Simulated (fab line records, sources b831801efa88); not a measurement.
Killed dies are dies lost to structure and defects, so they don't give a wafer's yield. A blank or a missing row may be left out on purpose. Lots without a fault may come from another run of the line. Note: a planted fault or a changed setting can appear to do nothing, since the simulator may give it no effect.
fab line records	flow gf180mcu
record lots=13	wafers=39	last_day=35
route steps=602 shown MVSD@75 POLY_GATE@171 PSD@263 CONTACT@304
lots that met no fault: from a run of the same line without faults
start_h: hours from the record's first day to the start of the lot's first wafer shown	wait_h: how many hours have passed since the lot's step before this one	" repeats the value in the row above	L1.1+2: a single row standing in for several wafers	- no value present, or no start provided	* or withheld: withheld	< > ~ a bound
route shown NAME@n: names a module that has steps shown in the file, with the first one's number in the route	usual: average and standard deviation across the fault-free wafers	same: alike in all rows	chamber/n: place in a boat	sites: readings site by site	_std_site: their standard deviation	_edge_site: inner sites' mean taken away from outer sites' mean	radius_mm: for every site, how far away it sits from the centre of the wafer	mask NAME#n: copy n	behind: the last tool/chamber to shape the wafer	hold: reason for holding the lot/hours on hold/outcome of the hold	device: transistor that didn't switch, given as n, p or np	end of line: tests run on the same wafers once the route is complete	a step without rows: its recipe alone	killed: at the first sort, the dies lost to defects and structure; wafer yield is something else	map: a wafer's dies, marking killed ones x, the rest . and places with no die _
set.NAME: the run value of the setting; set.NAME@STEP: its run value at that earlier step	model.NAME: the simulator's own value behind a step, which no gauge read
a sample of lots followed through the steps of the route, with each step as a table and each wafer as a row
services: when a tool's chamber went out of use (start_h, in hours from the record's first day, below 0 if earlier), for how many hours, and the reason
## steps
# step GF_MVSD_IMPLANT_09
# recipe species=P	energy_kev=100	dose_cm2=5e+12	tilt_deg=0
# usual dose_ions_cm2=5e+12/5.9e+09	faraday_current_uA=28.2/0.58
lot.wafer	tool	chamber	start_h	wait_h	dose_ions_cm2	faraday_current_uA
L705.2	implanter-04	0	87.22	0.1	5.009e+12	28.4
L705.4	"	0	"	"	5.005e+12	27.8
L705.5	"	0	"	"	5.011e+12	29.0
L706.1	implanter-03	0	92.62	0.1	4.999e+12	28.5
L706.3	"	0	"	"	4.989e+12	28.5
L706.4	"	0	"	"	4.995e+12	27.8
L707.1	implanter-04	0	100.15	0.1	5.007e+12	27.9
L707.3	"	0	"	"	5.004e+12	27.8
L707.6	"	0	"	"	4.992e+12	28.7
L708.1	implanter-04	0	105.84	0.1	5.007e+12	28.3
L708.2	"	0	"	"	5.005e+12	28.5
L708.5	"	0	"	"	4.998e+12	28.3
L709.1	implanter-02	0	114.67	0.1	5.013e+12	29.4
L709.2	"	0	"	"	5.009e+12	27.7
L709.6	"	0	"	"	5.011e+12	29.1
L716.1	implanter-04	0	151.17	0.1	5.002e+12	28.7
L716.3	"	0	"	"	5.003e+12	26.9
L716.5	"	0	"	"	5e+12	28.2
L717.2	implanter-03	0	154.95	0.1	5.473e+12	31.0
L717.3	"	0	"	"	5.481e+12	31.0
L717.5	"	0	"	"	5.471e+12	30.1
L718.2	implanter-03	0	164.48	0.1	5.474e+12	30.7
L718.3	"	0	"	"	5.475e+12	30.4
L718.5	"	0	"	"	5.472e+12	30.5
L719.1	implanter-03	0	171.10	0.1	5.482e+12	31.2
L719.4	"	0	"	"	5.476e+12	29.9
L719.6	"	0	"	"	5.481e+12	31.2
L720.3	implanter-04	0	175.80	0.1	5.01e+12	28.4
L720.4	"	0	"	"	5.013e+12	28.3
L720.6	"	0	"	"	5.014e+12	27.2
L722.2	implanter-02	0	190.46	0.1	4.996e+12	28.4
L722.3	"	0	"	"	4.996e+12	27.7
L722.6	"	0	"	"	4.996e+12	28.6
L723.1	implanter-02	0	197.52	0.1	4.998e+12	28.1
L723.4	"	0	"	"	4.997e+12	27.9
L723.5	"	0	"	"	5.004e+12	28.6
L727.2	implanter-02	0	221.23	0.1	4.994e+12	27.1
L727.4	"	0	"	"	5.001e+12	27.7
L727.5	"	0	"	"	4.996e+12	28.1
# step GF_VT_IMPLANT_RS_MEAS_46
# recipe thk_meas_gauge=four-point-probe
# usual MVSD_RS=457.3/1.2
lot.wafer	tool	chamber	start_h	wait_h	MVSD_RS[ohm/sq]
L705.2	film_metro-01	-	163.27	0.1	457.6
L705.4	"	-	"	"	458.1
L705.5	"	-	"	"	458.2
L706.1	film_metro-01	-	169.11	0.1	458.5
L706.3	"	-	"	"	458.5
L706.4	"	-	"	"	459.3
L707.1	film_metro-01	-	179.65	0.1	458.5
L707.3	"	-	"	"	458.2
L707.6	"	-	"	"	459.9
L708.1	film_metro-03	-	187.06	0.1	456.6
L708.2	"	-	"	"	456.5
L708.5	"	-	"	"	458.1
L709.1	film_metro-03	-	197.21	0.1	457.3
L709.2	"	-	"	"	457.6
L709.6	"	-	"	"	457.4
L716.1	film_metro-03	-	243.75	0.1	456.5
L716.3	"	-	"	"	457.0
L716.5	"	-	"	"	456.5
L717.2	film_metro-02	-	247.98	0.1	451.1
L717.3	"	-	"	"	450.1
L717.5	"	-	"	"	450.2
L718.2	film_metro-03	-	259.22	0.1	447.8
L718.3	"	-	"	"	447.5
L718.5	"	-	"	"	448.0
L719.1	film_metro-01	-	265.86	0.1	452.4
L719.4	"	-	"	"	451.5
L719.6	"	-	"	"	450.5
L720.3	film_metro-03	-	271.44	0.1	458.5
L720.4	"	-	"	"	459.3
L720.6	"	-	"	"	457.2
L722.2	film_metro-02	-	288.47	0.1	457.1
L722.3	"	-	"	"	455.9
L722.6	"	-	"	"	456.5
L723.1	film_metro-03	-	296.34	0.1	455.1
L723.4	"	-	"	"	456.2
L723.5	"	-	"	"	457.2
L727.2	film_metro-02	-	323.23	0.1	458.4
L727.4	"	-	"	"	457.4
L727.5	"	-	"	"	456.8
# step GF_POLY_GATE_STRIP_14
# recipe chemistry=O2/N2	power_w=1400	pressure_mtorr=1500	platen_temp_c=250	o2_flow_sccm=3000	n2_flow_sccm=300	overash_fraction=0.5
# usual drypump_motor_current_A=5.8/0.54	heater_power_w=326/54	oes_product_au=0.506/0.0045
lot.wafer	tool	chamber	start_h	wait_h	drypump_motor_current_A	heater_power_w	oes_product_au	rf_hours_counter_h
L705.2	plasma_asher-03	0	204.55	0.0	5.8	288	0.508	49
L705.4	"	0	"	"	5.7	288	0.500	-
L705.5	"	1	"	"	6.6	281	0.510	-
L706.1	plasma_asher-03	0	210.98	0.0	5.7	285	0.506	49
L706.3	"	1	"	"	6.6	284	0.505	-
L706.4	"	0	"	"	5.7	291	0.513	-
L707.1	plasma_asher-04	1	225.89	0.0	5.9	313	0.514	42
L707.3	"	0	"	"	4.9	374	0.509	-
L707.6	"	0	"	"	4.9	389	0.512	-
L708.1	plasma_asher-03	1	230.87	0.0	6.6	278	0.505	51
L708.2	"	0	"	"	5.7	288	0.517	51
L708.5	"	0	"	"	5.7	289	0.501	-
L709.1	plasma_asher-04	1	240.93	0.0	5.9	301	0.509	44
L709.2	"	0	"	"	4.9	384	0.506	44
L709.6	"	0	"	"	4.9	381	0.505	-
L716.1	plasma_asher-03	1	291.67	0.0	6.6	277	0.508	57
L716.3	"	0	"	"	5.7	287	0.507	-
L716.5	"	1	"	"	6.6	271	0.499	-
L717.2	plasma_asher-04	1	297.09	0.0	5.9	303	0.499	50
L717.3	"	0	"	"	4.9	384	0.505	-
L717.5	"	1	"	"	5.9	307	0.504	-
L718.2	plasma_asher-02	0	306.27	0.0	5.7	428	0.499	70
L718.3	"	0	"	"	5.7	432	0.510	-
L718.5	"	0	"	"	5.7	430	0.506	-
L719.1	plasma_asher-03	1	312.02	0.0	6.6	282	0.507	59
L719.4	"	0	"	"	5.7	285	0.511	-
L719.6	"	1	"	"	6.6	281	0.502	-
L720.3	plasma_asher-03	0	317.88	0.1	5.8	290	0.495	-
L720.4	"	1	"	"	6.6	281	0.501	-
L720.6	"	0	"	"	5.8	284	0.507	-
L722.2	plasma_asher-04	1	336.59	0.0	6.0	302	0.502	54
L722.3	"	1	"	"	6.0	298	0.508	-
L722.6	"	1	"	"	6.0	303	0.508	-
L723.1	plasma_asher-02	0	343.64	0.0	5.7	433	0.504	74
L723.4	"	0	"	"	5.8	425	0.498	-
L723.5	"	1	"	"	6.2	300	0.495	-
L727.2	plasma_asher-03	1	375.24	0.0	6.6	280	0.504	66
L727.4	"	1	"	"	6.6	277	0.505	-
L727.5	"	0	"	"	5.7	279	0.502	-
# step GF_PSD_RS_MEAS_15
# recipe thk_meas_gauge=four-point-probe
# usual PSD_RS=108.62/0.25
lot.wafer	tool	chamber	start_h	wait_h	PSD_RS[ohm/sq]
L705.2	film_metro-04	-	333.10	0.1	109.08
L705.4	"	-	"	"	109.04
L705.5	"	-	"	"	108.93
L706.1	film_metro-02	-	338.12	0.1	108.87
L706.3	"	-	"	"	108.93
L706.4	"	-	"	"	108.55
L707.1	film_metro-02	-	356.93	0.1	108.43
L707.3	"	-	"	"	108.74
L707.6	"	-	"	"	108.86
L708.1	film_metro-01	-	364.89	0.1	108.76
L708.2	"	-	"	"	108.92
L708.5	"	-	"	"	109.20
L709.1	film_metro-02	-	375.89	0.1	108.81
L709.2	"	-	"	"	108.50
L709.6	"	-	"	"	108.76
L716.1	film_metro-02	-	433.42	0.1	108.25
L716.3	"	-	"	"	108.25
L716.5	"	-	"	"	108.52
L717.2	film_metro-02	-	440.76	0.1	108.57
L717.3	"	-	"	"	108.35
L717.5	"	-	"	"	108.46
L718.2	film_metro-02	-	450.55	0.1	109.01
L718.3	"	-	"	"	108.62
L718.5	"	-	"	"	108.64
L719.1	film_metro-01	-	457.82	0.1	108.47
L719.4	"	-	"	"	108.29
L719.6	"	-	"	"	108.32
L720.3	film_metro-02	-	464.74	0.1	108.69
L720.4	"	-	"	"	108.61
L720.6	"	-	"	"	108.81
L722.2	film_metro-04	-	484.77	0.1	108.37
L722.3	"	-	"	"	108.60
L722.6	"	-	"	"	108.69
L723.1	film_metro-04	-	492.15	0.1	108.69
L723.4	"	-	"	"	108.67
L723.5	"	-	"	"	108.49
L727.2	film_metro-01	-	528.04	0.1	108.26
L727.4	"	-	"	"	108.33
L727.5	"	-	"	"	108.56
# step GF_CONTACT_ETCH_17
# recipe chemistry=C4F8/O2/Ar	mask_material=KrF	target=SiO2	stop_on=CoSi2	source_w=1500	bias_w=1200	pressure_mtorr=40	c4f8_flow_sccm=withheld	O2_flow_sccm=6	Ar_flow_sccm=300	time_s=withheld	target_depth_a=8600
# usual oes_product_au=0.815/0.0048
lot.wafer	tool	chamber	start_h	wait_h	oes_product_au
L705.2	rie_diel-01	0	-	-	0.824
L705.4	"	1	"	"	0.818
L705.5	"	0	"	"	0.812
L706.1	rie_diel-01	1	-	-	0.813
L706.3	"	3	"	"	0.814
L706.4	"	0	"	"	0.803
L707.1	rie_diel-01	2	-	-	0.813
L707.3	"	0	"	"	0.817
L707.6	"	1	"	"	0.810
L708.1	rie_diel-04	3	-	-	0.811
L708.2	"	0	"	"	0.810
L708.5	"	1	"	"	0.810
L709.1	rie_diel-02	3	-	-	0.816
L709.2	"	0	"	"	0.815
L709.6	"	3	"	"	0.816
L716.1	rie_diel-02	2	-	-	0.817
L716.3	"	3	"	"	0.814
L716.5	"	1	"	"	0.823
L717.2	rie_diel-04	1	-	-	0.811
L717.3	"	3	"	"	0.818
L717.5	"	3	"	"	0.815
L718.2	rie_diel-01	0	-	-	0.816
L718.3	"	2	"	"	0.815
L718.5	"	2	"	"	0.811
L719.1	rie_diel-01	2	-	-	0.816
L719.4	"	1	"	"	0.817
L719.6	"	0	"	"	0.817
L720.3	rie_diel-04	3	-	-	0.808
L720.4	"	2	"	"	0.810
L720.6	"	2	"	"	0.819
L722.2	rie_diel-01	0	-	-	0.810
L722.3	"	3	"	"	0.826
L722.6	"	1	"	"	0.819
L723.1	rie_diel-01	0	-	-	0.815
L723.4	"	2	"	"	0.815
L723.5	"	3	"	"	0.816
L727.2	rie_diel-04	1	-	-	0.810
L727.4	"	0	"	"	0.815
L727.5	"	2	"	"	0.817
## services
tool	chamber	start_h	hours	kind
plasma_asher-04	-	69.10	2.2	repair
rie_diel-04	-	74.50	14.9	repair
implanter-04	-	77.57	8.8	repair
implanter-04	-	87.35	3.8	pm
rie_diel-04	0	96.18	6.8	repair
implanter-02	-	96.49	5.1	repair
rie_diel-01	3	116.74	7.2	repair
plasma_asher-03	-	136.85	0.4	repair
implanter-04	-	209.67	7.4	repair
plasma_asher-03	-	220.84	2.8	pm
rie_diel-01	0	271.66	8.5	repair
implanter-04	-	275.50	52.6	pm
rie_diel-01	-	298.78	0.4	repair
rie_diel-01	-	301.94	2.8	pm
rie_diel-01	0	319.60	15.4	repair
implanter-04	-	330.94	2.3	repair
implanter-04	-	350.54	2.4	repair
implanter-04	-	356.45	1.2	repair
rie_diel-01	2	378.57	10.3	repair
plasma_asher-03	-	421.25	9.0	pm
plasma_asher-03	-	448.85	41.1	pm
rie_diel-01	2	536.32	2.6	repair
rie_diel-01	0	546.71	5.3	repair
implanter-04	-	576.15	5.8	pm
## key
first_sign step=GF_MVSD_IMPLANT_09	reading=dose_ions_cm2	direction=up	sigmas=81	usual=5e+12	struck=5.476e+12
effect step=GF_MVSD_IMPLANT_09	reading=faraday_current_uA	direction=up	sigmas=4.3	usual=28.2	struck=30.7
effect step=GF_VT_IMPLANT_RS_MEAS_46	reading=MVSD_RS	direction=down	sigmas=6	usual=457.3	struck=449.9
met_at GF_MVSD_IMPLANT_09
struck_lots L717,L718,L719
tester_left_out L717,L718,L719
not_acting_at GF_POLY_GATE_STRIP_14,GF_PSD_RS_MEAS_15,GF_CONTACT_ETCH_17
onset_between 92.62 154.95
fault kind=process_parameter_drift	tool=implanter-03	chamber=-	onset_h=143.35	steps=GF_MVSD_IMPLANT_09	channel=dose_cm2	offset=4.7457e+11	shape=step	end_h=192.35	acts_in=these_recipes_only	stated=5e+12
# tester_left_out: of these lots the tester's yield and bins aren't shown, on N5 and GAA mostly nor the transistor test; their killed dies are dies lost to structure and defects alone, not to doping, threshold or leakage, so they don't give the yield
